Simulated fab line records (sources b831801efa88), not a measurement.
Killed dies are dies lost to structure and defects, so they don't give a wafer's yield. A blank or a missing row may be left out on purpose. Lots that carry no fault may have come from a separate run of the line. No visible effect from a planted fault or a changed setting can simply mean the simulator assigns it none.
Which of the tools did it? / flow sky130 / 7 lots (21 wafers sampled), 1 step of a 708-step route

== WHAT THE GAUGES READ, wafer by wafer ==
SKY_NWELL_THK_MEAS_02.
lot=L614; measured=day 2 21:52; on=filmMetro-04; NWELL_OXIDATION_THK (nm)=10.02 10.02 10.00
lot=L616; measured=day 3 07:23; on=filmMetro-02; NWELL_OXIDATION_THK (nm)=10.19 10.16 10.19
lot=L619; measured=day 3 23:01; on=filmMetro-04; NWELL_OXIDATION_THK (nm)=10.24 10.16 10.25
lot=L623; measured=day 5 08:13; on=filmMetro-02; NWELL_OXIDATION_THK (nm)=10.10 10.04 9.97
lot=L628; measured=day 6 10:19; on=filmMetro-02; NWELL_OXIDATION_THK (nm)=10.15 10.29 10.15
lot=L634; measured=day 7 03:46; on=filmMetro-02; NWELL_OXIDATION_THK (nm)=9.94 9.73 9.82
lot=L636; measured=day 7 12:16; on=filmMetro-02; NWELL_OXIDATION_THK (nm)=9.95 9.78 9.86

== WHICH TOOL RAN EACH LOT (tool, then ch and the chambers of the sampled wafers, then the start) ==
Before these readings, the record contains no process step.

== THE ANSWER, worked out from the rows above alone ==
Rule: the lots themselves supply what counts as usual. Put in order of their means at a reading, lots are off if they are a third of the lots or fewer, leave a main group of 4 or more, and stand apart from it by a gap of 3 or more times the standard deviation of the main group's means; of several such gaps the widest counts. If all means in a main group match to the digits the tables above print for the reading, that group is not used. A lot without any number at a reading at which 4 lots or more have one is off too. The other lots that the step has rows for count as sound.
None of the lots is off at any reading shown; this tells nothing.

== WHAT WAS PUT IN BY THE SIMULATOR ==
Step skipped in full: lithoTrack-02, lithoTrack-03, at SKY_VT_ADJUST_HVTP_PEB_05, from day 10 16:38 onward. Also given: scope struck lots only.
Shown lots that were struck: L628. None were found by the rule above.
